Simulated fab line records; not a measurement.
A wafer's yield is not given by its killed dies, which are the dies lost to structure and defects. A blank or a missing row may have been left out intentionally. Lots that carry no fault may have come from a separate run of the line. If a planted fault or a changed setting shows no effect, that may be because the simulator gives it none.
A struck lot beside a sound one ; flow sky130 ; 15 out of 708 route steps
Sound: wafers L435.2, L435.3, L435.4. Struck: wafer L426.3 (left out: L426.1, L426.2 of the same lot, which were not struck); the cause appears at the end.
Order at every step that has rows: each side's tool, ch and its chambers, its first start. Under that, the readings that differ: sound wafers ; struck wafers ; difference of the means ; sigmas: that difference in standard deviations of wafers without a fault.
alike: words and numbers the same on both sides, and readings whose means are apart by under 2 such deviations; not compared: readings that were withheld, readings missing a value for some wafer, numbers with overlapping values and no deviation given by the record, and bounds like >300 which may hide the same value.
The two part at a step that has a row with sigmas, a row that says differs or no value, or rows on one side only. Numbers that don't overlap but have no deviation are shown without sigmas and don't part them. A reading missing from all wafers of one side parts the sides only when that side holds two or more wafers.

SKY_CONTACT_CMP_04: polishes SiO2.
  sound on cmp-02 ch 1,2,3, day 36 10:51; struck on cmp-01 ch 2, day 33 18:26
  alike: motor current A, time to endpoint s
SKY_CONTACT_BOW_MEAS_05:
  sound on film metro-01, day 36 11:07; struck on film metro-04, day 33 18:41
reading;sound;struck;difference;sigmas
CONTACT_BOW (um);91 85 89;75;-13;-2
then, 8 steps without rows for these wafers: SKY_CONTACT_DEHYDRATE_06 (time 60 s); SKY_CONTACT_HMDS_07 (prime time 60 s); SKY_CONTACT_COAT_08 (resist thk 60 nm); SKY_CONTACT_COAT_09 (resist thk 450 nm); SKY_CONTACT_SOFTBAKE_10 (time 90 s); SKY_CONTACT_EXPOSE_11 (exposes mask CTM1, target cd 170 nm); SKY_CONTACT_PEB_12; SKY_CONTACT_DEVELOP_13 (develop time 60 s).
SKY_CONTACT_CD_MEAS_14 targets a cd of 170 nm.
  sound on cd sem-01, day 37 12:59; struck on cd sem-02, day 34 20:43
  alike: cd nm
SKY_CONTACT_OVL_MEAS_15:
  sound on overlay-02, day 37 13:05; struck on overlay-01, day 34 20:50
  alike: CONTACT_OVL
SKY_CONTACT_ETCH_16: etches BARC in N2/H2, stops on SiO2, time 45.9 s, target depth 60 nm.
  sound on rie diel-04 ch 0,2,3, day 37 13:07; struck on rie diel-03 ch 1, day 34 20:52
reading;sound;struck;difference;sigmas
rf fwd power W (W);491.4 491.2 492.7;574.2;+82.4;+41
model.KrF-thick_of_CONTACT_COAT_09.thk nm (nm);394.2 395.5 393.4;385.8;-8.6;
  alike: drypump motor current A, oes product au, throttle valve pct
  not compared: rf hours counter h
SKY_CONTACT_ETCH_17: etches SiO2 in C4F8/O2/Ar, stops on Si3N4, target depth 340 nm.
  sound on rie diel-04 ch 0,2,3, day 37 13:10; struck on rie diel-03 ch 1, day 34 20:55
reading;sound;struck;difference;sigmas
model.KrF-thick_of_CONTACT_COAT_09.thk nm (nm);330 332.6 327.4;318.7;-11.3;
  alike: oes product au, rf fwd power W
SKY_CONTACT_ETCH_18: etches Si3N4 in CHF3/O2, stops on TiN, time 39 s, target depth 75 nm.
  sound: rie diel-04 ch 0,2,3; struck: rie diel-03 ch 1
reading;sound;struck;difference;sigmas
rf fwd power W (W);592.3 590.0 588.3;595.5;+5.3;+2
  alike: O2_flow_sccm, chf3 flow sccm, drypump motor current A, oes product au, throttle valve pct
  not compared: rf hours counter h

== WHERE THEY PART ==
First at SKY_CONTACT_BOW_MEAS_05; last, within this record, at SKY_CONTACT_ETCH_18.

WHY: the cause the simulator had injected
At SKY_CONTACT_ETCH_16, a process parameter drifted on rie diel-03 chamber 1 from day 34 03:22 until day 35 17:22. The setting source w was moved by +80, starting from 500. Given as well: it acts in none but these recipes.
